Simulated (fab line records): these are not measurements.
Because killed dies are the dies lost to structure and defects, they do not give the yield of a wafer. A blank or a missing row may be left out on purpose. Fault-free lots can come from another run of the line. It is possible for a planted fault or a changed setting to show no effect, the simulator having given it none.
Chamber matching | flow gf180mcu | GF_PASSIVATION_CVD_00 on pecvd-03: 3 sister chambers
The step deposits SiO2 from TEOS, target thk 1000 nm, time 111.95 s. 16 wafers are shown with their chamber, then 8 later ones without.

WAFERS WITH THEIR CHAMBER
wafer  | chamber | heater power w (W)
L425.1 | 2       | 666
L425.4 | 0       | 597
L425.6 | 2       | 553
L430.1 | 0       | 608
L430.5 | 2       | 546
L430.6 | 1       | 610
L431.3 | 1       | 669
L431.4 | 1       | 725
L431.6 | 2       | 541
L432.2 | 1       | 741
L432.3 | 2       | 667
L432.4 | 0       | 584
L435.1 | 0       | 612
L435.3 | 2       | 558
L435.4 | 2       | 615
L437.1 | 2       | 652

SIGNATURES (averages over the wafers above)
reading        | chamber 0 | chamber 1 | chamber 2 | scatter within a chamber
heater power w | 600.25    | 686.25    | 599.75    | 50.6
Rule: for each reading, subtract the chamber's mean from the wafer's reading, divide by that reading's scatter and square the result; add these up over the readings and take the root, which gives the wafer's distance from the chamber. The wafer belongs to the nearest chamber; if the next one is less than 2 further off, it can't be placed. How the scatter is found: for the shown wafers, subtract from each reading the mean of its chamber, square and add these, divide the total by (wafers less chambers), then take the root.

WAFERS WITH NO CHAMBER GIVEN
wafer  | heater power w (W)
L437.2 | 757
L437.5 | 616
L442.2 | 773
L442.3 | 622
L442.5 | 568
L448.1 | 592
L448.2 | 640
L448.6 | 667

CHAMBER TAKEN BY EACH
wafer  | from the rows above          | in truth
L437.2 | can't be placed: 1 or 0 or 2 | 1
L437.5 | can't be placed: 0 or 2 or 1 | 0
L442.2 | can't be placed: 1 or 0 or 2 | 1
L442.3 | can't be placed: 0 or 2 or 1 | 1
L442.5 | can't be placed: 2 or 0 or 1 | 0
L448.1 | can't be placed: 2 or 0 or 1 | 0
L448.2 | can't be placed: 0 or 2 or 1 | 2
L448.6 | can't be placed: 1 or 0 or 2 | 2
Correct placement for 0 of the 8. Can't be placed from these rows: 8 (the true chamber is among the candidates in 8). 0 placed wrongly.
